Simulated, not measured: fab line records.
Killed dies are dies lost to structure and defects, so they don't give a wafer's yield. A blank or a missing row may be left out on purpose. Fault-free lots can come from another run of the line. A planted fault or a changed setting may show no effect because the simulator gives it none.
Which tool did it? / flow gf180mcu / 18 wafers from 6 lots sampled at 2 of the route's 602 steps

== WHAT EACH GAUGE READ, for each wafer ==
GF_VT_IMPLANT_TW_MEAS_21.
lot=L497; measured=day 6 19:56; on=filmMetro-02; VT_IMPLANT_2_TW=1217 1217 1216
lot=L501; measured=day 7 19:29; on=filmMetro-04; VT_IMPLANT_2_TW=1227 1223 1232
lot=L504; measured=day 8 13:26; on=filmMetro-04; VT_IMPLANT_2_TW=1231 1230 1225
lot=L507; measured=day 9 13:24; on=filmMetro-02; VT_IMPLANT_2_TW=1219 1215 1218
lot=L509; measured=day 10 02:41; on=filmMetro-04; VT_IMPLANT_2_TW=1305 1292 1293 1302 1301 1296
lot=L511; measured=day 10 14:28; on=filmMetro-01; VT_IMPLANT_2_TW=1287 1281 1280 1280 1278 1285

== EACH LOT AND THE TOOL THAT RAN IT (in order: tool; ch and the chambers of the sampled wafers; start) ==
lot=L497; GF_VT_IMPLANT_IMPLANT_19=implanter-02 ch 0, day 6 19:41
lot=L501; GF_VT_IMPLANT_IMPLANT_19=implanter-03 ch 0, day 7 19:14
lot=L504; GF_VT_IMPLANT_IMPLANT_19=implanter-04 ch 0, day 8 13:11
lot=L507; GF_VT_IMPLANT_IMPLANT_19=implanter-04 ch 0, day 9 13:09
lot=L509; GF_VT_IMPLANT_IMPLANT_19=implanter-04 ch 0, day 10 02:26
lot=L511; GF_VT_IMPLANT_IMPLANT_19=implanter-04 ch 0, day 10 14:14
- GF_VT_IMPLANT_IMPLANT_19

== THE ANSWER, worked out from the rows above alone ==
Rule: the lots themselves supply what counts as usual. The widest of any qualifying gaps counts: lots, ordered by their means at a reading, are off when they make up no more than a third of the lots, leave a main group of 4 or more, and stand apart from it by 3 or more times the standard deviation of that group's means. The tables above print the reading to a certain number of digits; a main group whose means all agree to those digits is not used. A lot without any number at a reading at which 4 lots or more have one is off too. Any other lot the step has rows for is counted as sound.
Off: L509, L511, seen at GF_VT_IMPLANT_TW_MEAS_21 (VT_IMPLANT_2_TW). For the main group the mean is 1222 and the standard deviation 5.5.
If a tool, at a process step before that reading, ran all the lots that are off and no sound lot after the first of them, it fits. Those tools and the gauges at GF_VT_IMPLANT_TW_MEAS_21 are tried in the same way. One fits: implanter-04 at GF_VT_IMPLANT_IMPLANT_19. A fault onset in the window from L507 (day 9 13:09, its last sound lot) to L509 (day 10 02:26, its first lot off) fits.

== WHAT WAS PUT IN BY THE SIMULATOR ==
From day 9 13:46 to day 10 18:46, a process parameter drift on implanter-04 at GF_VT_IMPLANT_IMPLANT_19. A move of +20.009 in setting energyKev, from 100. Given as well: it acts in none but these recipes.
Shown lots that were struck: L509, L511. The rule above found the same.
